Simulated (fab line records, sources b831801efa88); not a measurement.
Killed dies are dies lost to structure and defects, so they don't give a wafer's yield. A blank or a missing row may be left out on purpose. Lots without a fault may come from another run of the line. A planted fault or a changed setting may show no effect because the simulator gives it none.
fab line records | flow sky130
record lots=5 wafers=15 last_day=50
route steps=708 shown DNWELL@42 PWDE@45 NWELL@56
lots that met no fault: from a run of the same line without faults
start_h: hours from the record's first day to the start of the lot's first wafer shown | wait_h: hours since the lot's step before | " the same as in the row above | L1.1+2: a row that stands for several wafers | - no value, or no start given | * or withheld: withheld | < > ~ a bound
route shown NAME@n: a module of which the file shows steps, and the number in the route of the first | usual: mean/standard deviation of fault-free wafers | same: alike in all rows | chamber/n: place in a boat | sites: the reading at each site | _std_site: their standard deviation | _edge_site: outer sites' mean less inner sites' | radius_mm: how far each site lies from the wafer's centre | mask NAME#n: copy n | behind: the tool/chamber that last shaped the wafer | hold: why the lot was held/for how many hours/how that ended | device: the transistor (n, p or np) that didn't switch | end of line: the same wafers' tests at the end of the route | a step without rows: its recipe alone | killed: dies lost to structure and defects at the first sort, not the wafer's yield | map: a wafer's dies, x killed, . not, _ none there
set.NAME: the setting as run; set.NAME@STEP: as run at that earlier step | model.NAME: the simulator's own value behind a step, which no gauge read
lots at some steps of the route; a table a step, a row a wafer
services: from which hour (start_h, from the record's first day; less than 0 if before it) a tool's chamber was out of use, for how many hours, and why
## steps
# step SKY_DNWELL_IMPLANT_07
# recipe species=P energy_kev=withheld dose_cm2=withheld tilt_deg=withheld
# columns lot.wafer tool chamber start_h wait_h
L075.2+4+5 implanter-03 0 58.62 -
L076.1+2+3 implanter-03 0 61.94 -
L083.1+2+6 implanter-02 0 109.82 -
L093.2+4+6 implanter-02 0 155.15 -
L096.3+5+6 implanter-02 0 171.97 -
# step SKY_DNWELL_STRIP_08
# recipe chemistry=O2/N2 power_w=1400 pressure_mtorr=1500 platen_temp_c=withheld o2_flow_sccm=3000 n2_flow_sccm=300 overash_fraction=0.5
# usual drypump_motor_current_A=5.7/0.44 oes_product_au=0.722/0.0042 strip_time_to_endpoint_s=36.96/0.11
# columns lot.wafer tool chamber start_h wait_h drypump_motor_current_A oes_product_au rf_hours_counter_h strip_time_to_endpoint_s
L075.2 plasma_asher-02 0 58.74 0.1 4.8 0.725 39 36.93
L075.4 " 1 " " 5.8 0.718 - 36.84
L075.5 " 0 " " 4.8 0.718 - 36.96
L076.1 plasma_asher-02 0 62.09 0.1 4.8 0.720 39 36.80
L076.2 " 1 " " 5.8 0.726 39 36.82
L076.3 " 0 " " 4.8 0.723 - 36.90
L083.1 plasma_asher-03 0 109.97 0.1 5.7 0.721 45 36.87
L083.2 " 1 " " 6.2 0.730 45 36.78
L083.6 " 0 " " 5.6 0.726 - 36.87
L093.2 plasma_asher-02 0 155.27 0.1 4.8 0.726 3 36.96
L093.4 " 1 " " 5.8 0.720 - 36.94
L093.6 " 1 " " 5.8 0.724 - 36.98
L096.3 plasma_asher-04 0 172.10 0.1 6.0 0.726 - 37.02
L096.5 " 1 " " 5.9 0.720 - 37.03
L096.6 " 0 " " 6.0 0.729 - 37.04
# step SKY_DNWELL_TW_MEAS_09
# usual DNWELL_TW=1113/13
# columns lot.wafer tool chamber start_h wait_h DNWELL_TW
L075.2 film_metro-01 - 58.85 0.1 1093
L075.4 " - " " 1094
L075.5 " - " " 1092
L076.1 film_metro-01 - 62.19 0.1 1103
L076.2 " - " " 1103
L076.3 " - " " 1097
L083.1 film_metro-04 - 110.07 0.1 1111
L083.2 " - " " 1115
L083.6 " - " " 1112
L093.2 film_metro-02 - 155.42 0.1 1133
L093.4 " - " " 1135
L093.6 " - " " 1134
L096.3 film_metro-01 - 172.19 0.1 1120
L096.5 " - " " 1111
L096.6 " - " " 1111
# step SKY_PWDE_DEHYDRATE_00
# recipe temp_c=200 time_s=60
# usual heater_power_total_W=160.38/0.13 plate_temp_C=200.00/0.16
# columns lot.wafer tool chamber start_h wait_h heater_power_total_W plate_temp_C
L075.2 litho_track-01 0 66.65 7.8 160.61 200.19
L075.4 " 0 " " 160.55 200.02
L075.5 " 0 " " 160.54 200.05
L076.1 litho_track-04 0 69.81 7.6 160.47 200.07
L076.2 " 0 " " 160.58 199.97
L076.3 " 0 " " 160.18 200.10
L083.1 litho_track-03 0 118.61 8.5 160.45 200.05
L083.2 " 0 " " 160.38 199.82
L083.6 " 0 " " 160.17 199.77
L093.2 litho_track-04 0 165.09 9.7 160.40 200.05
L093.4 " 0 " " 160.59 199.97
L093.6 " 0 " " 160.29 199.86
L096.3 litho_track-04 0 180.86 8.7 160.28 200.33
L096.5 " 0 " " 160.16 199.98
L096.6 " 0 " " 160.26 200.27
# step SKY_PWDE_HMDS_01
# recipe prime_time_s=60 prime_temp_c=120
# columns lot.wafer tool chamber start_h wait_h
L075.2+4+5 litho_track-01 0 66.80 0.1
L076.1+2+3 litho_track-04 0 69.96 0.1
L083.1+2+6 litho_track-03 0 118.76 0.1
L093.2+4+6 litho_track-04 0 165.24 0.1
L096.3+5+6 litho_track-04 0 181.01 0.1
# step SKY_PWDE_COAT_02
# recipe spin_rpm=2000 resist_thk_nm=3000
# columns lot.wafer tool chamber start_h wait_h
L075.2+4+5 litho_track-01 0 66.95 0.1
L076.1+2+3 litho_track-04 0 70.11 0.1
L083.1+2+6 litho_track-03 0 118.91 0.1
L093.2+4+6 litho_track-04 0 165.39 0.1
L096.3+5+6 litho_track-04 0 181.16 0.1
# step SKY_PWDE_SOFTBAKE_03
# recipe temp_c=110 time_s=withheld
# usual heater_power_total_W=65.31/0.14 plate_temp_C=109.97/0.14
# columns lot.wafer tool chamber start_h wait_h heater_power_total_W plate_temp_C
L075.2 litho_track-01 0 67.10 0.1 65.35 110.16
L075.4 " 0 " " 65.42 109.95
L075.5 " 0 " " 65.34 109.95
L076.1 litho_track-04 0 70.26 0.1 65.43 109.86
L076.2 " 0 " " 65.19 109.90
L076.3 " 0 " " 65.32 109.98
L083.1 litho_track-03 0 119.06 0.1 65.21 110.14
L083.2 " 0 " " 65.32 110.08
L083.6 " 0 " " 65.38 110.12
L093.2 litho_track-04 0 165.55 0.1 65.22 110.01
L093.4 " 0 " " 65.51 110.00
L093.6 " 0 " " 65.49 109.97
L096.3 litho_track-04 0 181.33 0.1 65.12 109.75
L096.5 " 0 " " 65.32 109.87
L096.6 " 0 " " 65.11 109.93
# step SKY_PWDE_EXPOSE_04
# recipe mask_id=PWDEM na=0.6 source_shape=conventional sigma_outer=0.6 polarization=unpolarized target_cd_nm=840 dose_mj=214
# columns lot.wafer tool chamber start_h wait_h mask
L075.2+4+5 iline_stepper-02 0 - - PWDEM#0
L076.1+2+3 iline_stepper-01 0 - - PWDEM#0
L083.1+2+6 iline_stepper-01 0 - - PWDEM#0
L093.2+4+6 iline_stepper-01 0 - - PWDEM#0
L096.3+5+6 iline_stepper-02 0 - - PWDEM#0
# step SKY_PWDE_PEB_05
# recipe temp_c=115 time_s=withheld
# usual heater_power_total_W=69.33/0.13 plate_temp_C=114.96/0.13
# columns lot.wafer tool chamber start_h wait_h heater_power_total_W plate_temp_C
L075.2 litho_track-01 0 - - 69.49 114.99
L075.4 " 0 " " 69.36 115.01
L075.5 " 0 " " 69.28 114.85
L076.1 litho_track-01 0 - - 69.31 114.97
L076.2 " 0 " " 69.14 114.89
L076.3 " 0 " " 69.29 114.98
L083.1 litho_track-03 0 - - 69.28 114.79
L083.2 " 0 " " 69.40 114.78
L083.6 " 0 " " 69.23 114.71
L093.2 litho_track-04 0 - - 69.38 114.84
L093.4 " 0 " " 69.55 114.90
L093.6 " 0 " " 69.39 115.16
L096.3 litho_track-04 0 - - 69.16 115.25
L096.5 " 0 " " 69.46 114.92
L096.6 " 0 " " 69.52 114.96
# step SKY_PWDE_DEVELOP_06
# recipe wall_angle_deg=90 developer=TMAH develop_time_s=60 dev_temp_c=23
# columns lot.wafer tool chamber start_h wait_h
L075.2+4+5 litho_track-01 0 - -
L076.1+2+3 litho_track-01 0 - -
L083.1+2+6 litho_track-03 0 - -
L093.2+4+6 litho_track-04 0 - -
L096.3+5+6 litho_track-04 0 - -
# step SKY_PWDE_OVL_MEAS_07
# usual PWDE_OVL=-0.9/1.4
# columns lot.wafer tool chamber start_h wait_h PWDE_OVL[nm]
L075.2 overlay-01 - 75.13 - -1.0
L075.4 " - " " -1.5
L075.5 " - " " -1.5
L076.1 overlay-01 - 78.42 - -0.2
L076.2 " - " " -1.5
L076.3 " - " " -1.6
L083.1 overlay-01 - 128.86 - -0.4
L083.2 " - " " -0.6
L083.6 " - " " 2.0
L093.2 overlay-02 - 175.82 - -1.5
L093.4 " - " " -0.7
L093.6 " - " " -2.2
L096.3 overlay-02 - 192.07 - -1.2
L096.5 " - " " 0.9
L096.6 " - " " -1.2
# step SKY_PWDE_IMPLANT_08
# recipe species=B energy_kev=150 dose_cm2=3.6e+12 tilt_deg=withheld
# columns lot.wafer tool chamber start_h wait_h
L075.2+4+5 implanter-03 0 75.18 0.0
L076.1+2+3 implanter-03 0 78.46 0.0
L083.1+2+6 implanter-01 0 128.90 0.0
L093.2+4+6 implanter-01 0 175.87 0.0
L096.3+5+6 implanter-01 0 192.15 0.1
# step SKY_PWDE_STRIP_09
# recipe chemistry=O2/N2 power_w=1400 pressure_mtorr=1500 platen_temp_c=withheld o2_flow_sccm=3000 n2_flow_sccm=300 overash_fraction=0.5
# usual drypump_motor_current_A=5.8/0.37 oes_product_au=0.722/0.0047 strip_time_to_endpoint_s=36.95/0.083
# columns lot.wafer tool chamber start_h wait_h drypump_motor_current_A oes_product_au rf_hours_counter_h strip_time_to_endpoint_s
L075.2 plasma_asher-03 0 75.31 0.1 5.6 0.717 42 36.97
L075.4 " 1 " " 6.1 0.731 - 37.03
L075.5 " 0 " " 5.7 0.722 - 36.98
L076.1 plasma_asher-03 1 78.61 0.1 6.2 0.726 42 36.85
L076.2 " 0 " " 5.7 0.720 42 36.76
L076.3 " 0 " " 5.7 0.725 - 36.94
L083.1 plasma_asher-01 1 129.05 0.1 5.6 0.725 32 37.07
L083.2 " 0 " " 6.3 0.725 32 36.98
L083.6 " 0 " " 6.3 0.717 - 37.06
L093.2 plasma_asher-03 0 176.00 0.1 5.7 0.718 52 36.92
L093.4 " 0 " " 5.6 0.717 - 36.99
L093.6 " 1 " " 6.1 0.714 - 36.86
L096.3 plasma_asher-03 0 192.28 0.1 5.7 0.717 - 37.07
L096.5 " 0 " " 5.6 0.721 - 36.95
L096.6 " 1 " " 6.2 0.719 - 37.01
# step SKY_PWDE_TW_MEAS_10
# usual PWDE_TW=375/3.7
# columns lot.wafer tool chamber start_h wait_h PWDE_TW
L075.2 film_metro-02 - 75.42 0.1 375
L075.4 " - " " 378
L075.5 " - " " 381
L076.1 film_metro-04 - 78.71 0.1 377
L076.2 " - " " 378
L076.3 " - " " 375
L083.1 film_metro-04 - 129.15 0.1 375
L083.2 " - " " 374
L083.6 " - " " 373
L093.2 film_metro-04 - 176.11 0.1 374
L093.4 " - " " 375
L093.6 " - " " 375
L096.3 film_metro-01 - 192.37 0.1 369
L096.5 " - " " 366
L096.6 " - " " 368
# step SKY_NWELL_DEHYDRATE_03
# recipe temp_c=200 time_s=60
# usual heater_power_total_W=160.36/0.12 plate_temp_C=199.99/0.17
# columns lot.wafer tool chamber start_h wait_h heater_power_total_W plate_temp_C
L075.2 litho_track-01 0 82.95 7.5 160.33 200.07
L075.4 " 0 " " 160.14 199.91
L075.5 " 0 " " 160.40 200.09
L076.1 litho_track-02 0 87.09 8.4 160.15 199.98
L076.2 " 0 " " 160.35 199.90
L076.3 " 0 " " 160.39 200.27
L083.1 litho_track-01 0 136.87 7.7 160.36 200.01
L083.2 " 0 " " 160.46 200.19
L083.6 " 0 " " 160.42 199.98
L093.2 litho_track-01 0 185.34 9.2 160.34 200.22
L093.4 " 0 " " 160.32 200.28
L093.6 " 0 " " 160.50 200.10
L096.3 litho_track-02 0 201.99 9.6 160.33 200.10
L096.5 " 0 " " 160.17 199.83
L096.6 " 0 " " 160.20 200.15
# step SKY_NWELL_HMDS_04
# recipe prime_time_s=60 prime_temp_c=120
# columns lot.wafer tool chamber start_h wait_h
L075.2+4+5 litho_track-01 0 83.10 0.1
L076.1+2+3 litho_track-02 0 87.24 0.1
L083.1+2+6 litho_track-01 0 137.02 0.1
L093.2+4+6 litho_track-01 0 185.49 0.1
L096.3+5+6 litho_track-02 0 202.14 0.1
# step SKY_NWELL_COAT_05
# recipe spin_rpm=2000 resist_thk_nm=3000
# columns lot.wafer tool chamber start_h wait_h
L075.2+4+5 litho_track-01 0 83.25 0.1
L076.1+2+3 litho_track-02 0 87.39 0.1
L083.1+2+6 litho_track-01 0 137.17 0.1
L093.2+4+6 litho_track-01 0 185.64 0.1
L096.3+5+6 litho_track-02 0 202.29 0.1
# step SKY_NWELL_SOFTBAKE_06
# recipe temp_c=110 time_s=withheld
# usual heater_power_total_W=65.32/0.15 plate_temp_C=109.99/0.12
# columns lot.wafer tool chamber start_h wait_h heater_power_total_W plate_temp_C
L075.2 litho_track-01 0 83.40 0.1 65.13 110.03
L075.4 " 0 " " 65.27 110.10
L075.5 " 0 " " 65.35 109.95
L076.1 litho_track-02 0 87.54 0.1 65.24 110.02
L076.2 " 0 " " 65.50 109.99
L076.3 " 0 " " 65.48 110.10
L083.1 litho_track-01 0 137.32 0.1 65.10 110.02
L083.2 " 0 " " 65.31 110.01
L083.6 " 0 " " 65.13 110.19
L093.2 litho_track-01 0 185.80 0.1 65.15 109.95
L093.4 " 0 " " 65.23 109.94
L093.6 " 0 " " 65.26 110.10
L096.3 litho_track-02 0 202.46 0.1 65.16 109.84
L096.5 " 0 " " 65.46 109.95
L096.6 " 0 " " 65.20 109.80
# step SKY_NWELL_EXPOSE_07
# recipe mask_id=NWM na=0.6 source_shape=conventional sigma_outer=0.6 polarization=unpolarized target_cd_nm=840 dose_mj=255
# columns lot.wafer tool chamber start_h wait_h mask
L075.2+4+5 iline_stepper-02 0 - - NWM#0
L076.1+2+3 iline_stepper-02 0 - - NWM#0
L083.1+2+6 iline_stepper-02 0 - - NWM#0
L093.2+4+6 iline_stepper-01 0 - - NWM#0
L096.3+5+6 iline_stepper-02 0 - - NWM#0
# step SKY_NWELL_PEB_08
# recipe temp_c=115 time_s=withheld
# usual heater_power_total_W=69.37/0.13 plate_temp_C=115.02/0.14
# columns lot.wafer tool chamber start_h wait_h heater_power_total_W plate_temp_C
L075.2 litho_track-02 0 - - 69.30 114.82
L075.4 " 0 " " 69.24 114.99
L075.5 " 0 " " 69.33 114.99
L076.1 litho_track-01 0 - - 69.51 115.05
L076.2 " 0 " " 69.33 115.17
L076.3 " 0 " " 69.61 115.12
L083.1 litho_track-02 0 - - 69.35 114.92
L083.2 " 0 " " 69.41 115.02
L083.6 " 0 " " 69.44 114.93
L093.2 litho_track-01 0 - - 69.46 115.11
L093.4 " 0 " " 69.42 115.25
L093.6 " 0 " " 69.48 115.12
L096.3 litho_track-04 0 - - 69.49 114.80
L096.5 " 0 " " 69.31 114.80
L096.6 " 0 " " 69.37 114.84
# step SKY_NWELL_DEVELOP_09
# recipe wall_angle_deg=90 developer=TMAH develop_time_s=60 dev_temp_c=23
# columns lot.wafer tool chamber start_h wait_h
L075.2+4+5 litho_track-02 0 - -
L076.1+2+3 litho_track-01 0 - -
L083.1+2+6 litho_track-02 0 - -
L093.2+4+6 litho_track-01 0 - -
L096.3+5+6 litho_track-04 0 - -
# step SKY_NWELL_OVL_MEAS_10
# usual NWELL_00_OVL=-0.5/1.3
# columns lot.wafer tool chamber start_h wait_h NWELL_00_OVL[nm]
L075.2 overlay-02 - 91.95 - -0.3
L075.4 " - " " -1.6
L075.5 " - " " 0.1
L076.1 overlay-02 - 95.52 - -0.5
L076.2 " - " " -0.4
L076.3 " - " " -0.6
L083.1 overlay-01 - 147.59 - -1.1
L083.2 " - " " 0.1
L083.6 " - " " -1.3
L093.2 overlay-02 - 196.43 - -2.1
L093.4 " - " " -1.4
L093.6 " - " " -3.3
L096.3 overlay-01 - 214.12 - -0.6
L096.5 " - " " 0.1
L096.6 " - " " 1.6
# step SKY_NWELL_IMPLANT_11
# recipe species=P energy_kev=400 dose_cm2=1.9e+13 tilt_deg=withheld
# columns lot.wafer tool chamber start_h wait_h
L075.2+4+5 implanter-04 0 92.00 0.0
L076.1+2+3 implanter-04 0 95.56 0.0
L083.1+2+6 implanter-02 0 147.63 0.0
L093.2+4+6 implanter-02 0 196.48 0.0
L096.3+5+6 implanter-04 0 214.20 0.1
# step SKY_NWELL_IMPLANT_12
# recipe species=P energy_kev=120 dose_cm2=1.3e+12 tilt_deg=withheld
# columns lot.wafer tool chamber start_h wait_h
L075.2+4+5 implanter-04 0 92.15 0.1
L076.1+2+3 implanter-04 0 95.71 0.1
L083.1+2+6 implanter-02 0 147.78 0.1
L093.2+4+6 implanter-02 0 196.63 0.1
L096.3+5+6 implanter-04 0 214.35 0.1
# step SKY_NWELL_IMPLANT_13
# recipe species=P energy_kev=50 dose_cm2=7e+11 tilt_deg=withheld
# columns lot.wafer tool chamber start_h wait_h
L075.2+4+5 implanter-04 0 92.30 0.1
L076.1+2+3 implanter-04 0 95.86 0.1
L083.1+2+6 implanter-02 0 147.93 0.1
L093.2+4+6 implanter-02 0 207.21 10.6
L096.3+5+6 implanter-04 0 214.50 0.1
# step SKY_NWELL_STRIP_14
# recipe chemistry=O2/N2 power_w=1400 pressure_mtorr=1500 platen_temp_c=withheld o2_flow_sccm=3000 n2_flow_sccm=300 overash_fraction=0.5
# usual drypump_motor_current_A=5.94/0.26 oes_product_au=0.723/0.0043 strip_time_to_endpoint_s=36.96/0.098
# columns lot.wafer tool chamber start_h wait_h drypump_motor_current_A oes_product_au rf_hours_counter_h strip_time_to_endpoint_s
L075.2 plasma_asher-03 0 92.43 0.1 5.67 0.719 44 36.98
L075.4 " 1 " " 6.15 0.734 - 37.00
L075.5 " 1 " " 6.17 0.731 - 36.98
L076.1 plasma_asher-03 0 96.01 0.1 5.65 0.726 44 36.98
L076.2 " 1 " " 6.14 0.724 44 36.88
L076.3 " 1 " " 6.10 0.721 - 36.88
L083.1 plasma_asher-03 1 148.08 0.1 6.15 0.725 49 36.98
L083.2 " 0 " " 5.66 0.721 49 37.02
L083.6 " 1 " " 6.18 0.718 - 37.07
L093.2 plasma_asher-03 0 207.33 0.1 5.67 0.717 55 36.92
L093.4 " 1 " " 6.16 0.730 - 36.90
L093.6 " 1 " " 6.14 0.730 - 36.95
L096.3 plasma_asher-01 0 214.63 0.1 6.30 0.719 - 36.92
L096.5 " 1 " " 5.67 0.721 - 36.86
L096.6 " 0 " " 6.30 0.719 - 37.01
# step SKY_NWELL_TW_MEAS_15
# usual NWELL_TW=1820/20
# columns lot.wafer tool chamber start_h wait_h NWELL_TW
L075.2 film_metro-04 - 92.54 0.1 1833
L075.4 " - " " 1838
L075.5 " - " " 1831
L076.1 film_metro-01 - 96.11 0.1 1799
L076.2 " - " " 1810
L076.3 " - " " 1794
L083.1 film_metro-02 - 148.18 0.1 1851
L083.2 " - " " 1847
L083.6 " - " " 1841
L093.2 film_metro-01 - 207.44 0.1 1792
L093.4 " - " " 1796
L093.6 " - " " 1796
L096.3 film_metro-04 - 214.72 0.1 1840
L096.5 " - " " 1832
L096.6 " - " " 1841
# step SKY_NWELL_DEHYDRATE_16
# recipe temp_c=200 time_s=60
# usual heater_power_total_W=160.37/0.13 plate_temp_C=200.02/0.16
# columns lot.wafer tool chamber start_h wait_h heater_power_total_W plate_temp_C
L075.2 litho_track-02 0 100.67 8.1 160.28 200.01
L075.4 " 0 " " 160.43 200.32
L075.5 " 0 " " 160.50 200.24
L076.1 litho_track-02 0 104.79 8.7 160.37 199.91
L076.2 " 0 " " 160.59 199.62
L076.3 " 0 " " 160.31 199.93
L083.1 litho_track-04 0 157.01 8.8 160.42 199.82
L083.2 " 0 " " 160.25 200.15
L083.6 " 0 " " 160.61 199.94
L093.2 litho_track-02 0 218.41 11.0 160.21 199.87
L093.4 " 0 " " 160.17 199.80
L093.6 " 0 " " 160.41 199.65
L096.3 litho_track-02 0 224.99 10.3 160.08 199.85
L096.5 " 0 " " 160.61 200.11
L096.6 " 0 " " 160.27 199.86
# step SKY_NWELL_HMDS_17
# recipe prime_time_s=60 prime_temp_c=120
# columns lot.wafer tool chamber start_h wait_h
L075.2+4+5 litho_track-02 0 100.82 0.1
L076.1+2+3 litho_track-02 0 104.94 0.1
L083.1+2+6 litho_track-04 0 157.16 0.1
L093.2+4+6 litho_track-02 0 218.56 0.1
L096.3+5+6 litho_track-02 0 225.14 0.1
# step SKY_NWELL_COAT_18
# recipe spin_rpm=2000 resist_thk_nm=3000
# columns lot.wafer tool chamber start_h wait_h
L075.2+4+5 litho_track-02 0 100.97 0.1
L076.1+2+3 litho_track-02 0 105.09 0.1
L083.1+2+6 litho_track-04 0 157.31 0.1
L093.2+4+6 litho_track-02 0 218.71 0.1
L096.3+5+6 litho_track-02 0 225.29 0.1
# step SKY_NWELL_SOFTBAKE_19
# recipe temp_c=110 time_s=withheld
# usual heater_power_total_W=65.31/0.14 plate_temp_C=109.99/0.14
# columns lot.wafer tool chamber start_h wait_h heater_power_total_W plate_temp_C
L075.2 litho_track-02 0 101.12 0.1 65.25 110.04
L075.4 " 0 " " 65.58 109.87
L075.5 " 0 " " 65.37 109.95
L076.1 litho_track-02 0 105.24 0.1 65.26 110.05
L076.2 " 0 " " 65.18 109.95
L076.3 " 0 " " 65.16 109.98
L083.1 litho_track-04 0 157.46 0.1 65.41 109.89
L083.2 " 0 " " 65.49 110.05
L083.6 " 0 " " 65.43 109.84
L093.2 litho_track-02 0 218.87 0.1 65.50 109.91
L093.4 " 0 " " 65.35 109.88
L093.6 " 0 " " 65.44 109.91
L096.3 litho_track-02 0 225.46 0.1 65.40 109.76
L096.5 " 0 " " 65.29 109.92
L096.6 " 0 " " 65.30 109.91
# step SKY_NWELL_EXPOSE_20
# recipe mask_id=NWM_COMPLEMENT na=0.6 source_shape=conventional sigma_outer=0.6 polarization=unpolarized target_cd_nm=840 dose_mj=260
# columns lot.wafer tool chamber start_h wait_h mask
L075.2+4+5 iline_stepper-01 0 - - NWM_COMPLEMENT#0
L076.1+2+3 iline_stepper-01 0 - - NWM_COMPLEMENT#0
L083.1+2+6 iline_stepper-02 0 - - NWM_COMPLEMENT#0
L093.2+4+6 iline_stepper-02 0 - - NWM_COMPLEMENT#0
L096.3+5+6 iline_stepper-01 0 - - NWM_COMPLEMENT#0
# step SKY_NWELL_PEB_21
# recipe temp_c=115 time_s=withheld
# usual heater_power_total_W=69.32/0.14 plate_temp_C=115.02/0.14
# columns lot.wafer tool chamber start_h wait_h heater_power_total_W plate_temp_C
L075.2 litho_track-01 0 - - 69.13 114.82
L075.4 " 0 " " 69.18 114.99
L075.5 " 0 " " 69.14 115.10
L076.1 litho_track-01 0 - - 69.23 114.96
L076.2 " 0 " " 69.18 115.16
L076.3 " 0 " " 69.30 115.15
L083.1 litho_track-01 0 - - 69.32 114.95
L083.2 " 0 " " 69.46 115.08
L083.6 " 0 " " 69.27 114.92
L093.2 litho_track-01 0 - - 69.45 114.73
L093.4 " 0 " " 69.37 114.68
L093.6 " 0 " " 69.16 114.93
L096.3 litho_track-04 0 - - 69.14 114.88
L096.5 " 0 " " 69.45 114.89
L096.6 " 0 " " 69.40 115.14
# step SKY_NWELL_DEVELOP_22
# recipe wall_angle_deg=90 developer=TMAH develop_time_s=60 dev_temp_c=23
# columns lot.wafer tool chamber start_h wait_h
L075.2+4+5 litho_track-01 0 - -
L076.1+2+3 litho_track-01 0 - -
L083.1+2+6 litho_track-01 0 - -
L093.2+4+6 litho_track-01 0 - -
L096.3+5+6 litho_track-04 0 - -
# step SKY_NWELL_OVL_MEAS_23
# usual NWELL_01_OVL=-0.1/1.4
# columns lot.wafer tool chamber start_h wait_h NWELL_01_OVL[nm]
L075.2 overlay-02 - 110.18 - -2.1
L075.4 " - " " -2.8
L075.5 " - " " -3.0
L076.1 overlay-01 - 113.67 - 0.6
L076.2 " - " " 1.1
L076.3 " - " " 0.7
L083.1 overlay-02 - 167.82 - -1.0
L083.2 " - " " 1.1
L083.6 " - " " 0.3
L093.2 overlay-02 - 229.73 - -0.4
L093.4 " - " " -0.6
L093.6 " - " " 1.0
L096.3 overlay-01 - 237.12 - 0.9
L096.5 " - " " 0.4
L096.6 " - " " 1.5
# step SKY_NWELL_IMPLANT_24
# recipe species=B energy_kev=140 dose_cm2=9.2e+12 tilt_deg=withheld
# columns lot.wafer tool chamber start_h wait_h
L075.2+4+5 implanter-01 0 110.23 0.0
L076.1+2+3 implanter-04 0 113.71 0.0
L083.1+2+6 implanter-02 0 167.86 0.0
L093.2+4+6 implanter-01 0 229.78 0.0
L096.3+5+6 implanter-01 0 237.20 0.1
# step SKY_NWELL_STRIP_25
# recipe chemistry=O2/N2 power_w=1400 pressure_mtorr=1500 platen_temp_c=withheld o2_flow_sccm=3000 n2_flow_sccm=300 overash_fraction=0.5
# usual drypump_motor_current_A=5.95/0.26 oes_product_au=0.722/0.0043 strip_time_to_endpoint_s=36.94/0.1
# columns lot.wafer tool chamber start_h wait_h drypump_motor_current_A oes_product_au rf_hours_counter_h strip_time_to_endpoint_s
L075.2 plasma_asher-01 0 110.36 0.1 6.31 0.711 30 36.96
L075.4 " 1 " " 5.63 0.727 - 36.95
L075.5 " 1 " " 5.65 0.723 - 36.93
L076.1 plasma_asher-04 1 113.86 0.1 5.89 0.724 43 36.90
L076.2 " 0 " " 6.02 0.726 43 36.92
L076.3 " 1 " " 5.91 0.718 - 36.89
L083.1 plasma_asher-01 1 168.01 0.1 5.65 0.720 36 37.04
L083.2 " 0 " " 6.30 0.720 36 36.96
L083.6 " 1 " " 5.66 0.725 - 36.99
L093.2 plasma_asher-03 0 229.91 0.1 5.65 0.726 57 36.98
L093.4 " 0 " " 5.65 0.725 - 37.08
L093.6 " 1 " " 6.11 0.722 - 36.88
L096.3 plasma_asher-01 0 237.33 0.1 6.28 0.720 - 36.88
L096.5 " 1 " " 5.66 0.720 - 36.87
L096.6 " 0 " " 6.29 0.722 - 36.91
# step SKY_NWELL_TW_MEAS_26
# usual NWELL_2_TW=497/5.1
# columns lot.wafer tool chamber start_h wait_h NWELL_2_TW
L075.2 film_metro-02 - 110.47 0.1 503
L075.4 " - " " 504
L075.5 " - " " 501
L076.1 film_metro-02 - 113.96 0.1 503
L076.2 " - " " 507
L076.3 " - " " 504
L083.1 film_metro-02 - 168.11 0.1 499
L083.2 " - " " 500
L083.6 " - " " 499
L093.2 film_metro-04 - 230.02 0.1 498
L093.4 " - " " 500
L093.6 " - " " 495
L096.3 film_metro-04 - 237.42 0.1 499
L096.5 " - " " 498
L096.6 " - " " 497
# step SKY_NWELL_CLEAN_27
# recipe chemistry=SC1/SC2 mix=1:4:20 temp_c=70 time_s=150 dry=n2_spin
# usual bath_heat_duty_pct=13.6/1.5
# columns lot.wafer tool chamber start_h wait_h bath_heat_duty_pct
L075.2 wet_bench-04 2 110.52 0.0 11.6
L075.4 " 2 " " 12.7
L075.5 " 2 " " 11.9
L076.1 wet_bench-04 2 114.02 0.1 12.1
L076.2 " 2 " " 11.8
L076.3 " 2 " " 11.9
L083.1 wet_bench-04 3 168.17 0.1 11.9
L083.2 " 3 " " 14.3
L083.6 " 3 " " 12.7
L093.2 wet_bench-02 1 230.07 0.0 15.7
L093.4 " 1 " " 15.4
L093.6 " 1 " " 15.1
L096.3 wet_bench-02 0 237.46 0.0 12.8
L096.5 " 0 " " 14.4
L096.6 " 0 " " 14.2
# step SKY_NWELL_RTA_28
# recipe temp_c=1050 time_s=30 idle_temp_c=650 ramp_up_c_per_s=150 ramp_down_c_per_s=90 ambient=N2
# usual lamp_power_pct=25.30/0.051 wafer_temp_C_max=1054.8/0.89
# columns lot.wafer tool chamber start_h wait_h lamp_power_pct wafer_temp_C_max
L075.2 rtp_anneal-01 0 110.58 0.0 25.26 1054.9
L075.4 " 0 " " 25.36 1055.7
L075.5 " 0 " " 25.30 1056.5
L076.1 rtp_anneal-02 0 114.07 0.0 25.33 1053.3
L076.2 " 0 " " 25.34 1055.3
L076.3 " 0 " " 25.32 1054.8
L083.1 rtp_anneal-01 0 168.22 0.0 25.30 1054.8
L083.2 " 0 " " 25.28 1054.9
L083.6 " 0 " " 25.26 1054.8
L093.2 rtp_anneal-01 0 230.14 0.0 25.34 1055.2
L093.4 " 0 " " 25.26 1053.4
L093.6 " 0 " " 25.30 1054.6
L096.3 rtp_anneal-01 0 237.54 0.0 25.21 1056.3
L096.5 " 0 " " 25.28 1056.1
L096.6 " 0 " " 25.38 1054.1
## services
# columns tool chamber start_h hours kind
implanter-02 - 35.68 2.3 repair
iline_stepper-01 - 40.47 6.4 repair
implanter-03 - 45.14 6.0 pm
implanter-01 - 50.71 1.1 repair
implanter-03 - 51.29 1.5 repair
plasma_asher-03 - 64.59 2.8 pm
plasma_asher-02 - 68.85 7.8 repair
implanter-02 - 71.86 3.3 pm
implanter-04 - 81.97 2.4 repair
plasma_asher-02 - 84.48 15.6 pm
implanter-02 - 91.39 4.4 repair
implanter-01 - 96.85 1.1 repair
implanter-01 - 101.16 4.4 repair
plasma_asher-03 - 105.57 2.0 repair
implanter-04 - 105.75 4.8 repair
implanter-03 - 106.38 2.8 repair
implanter-01 - 110.71 13.9 repair
iline_stepper-01 - 139.97 1.7 pm
iline_stepper-02 - 159.10 4.2 repair
implanter-04 - 163.56 3.8 repair
implanter-01 - 163.62 3.2 pm
implanter-01 - 167.93 1.8 repair
iline_stepper-02 - 169.29 1.7 pm
iline_stepper-02 - 224.58 2.2 repair
## key
fault none
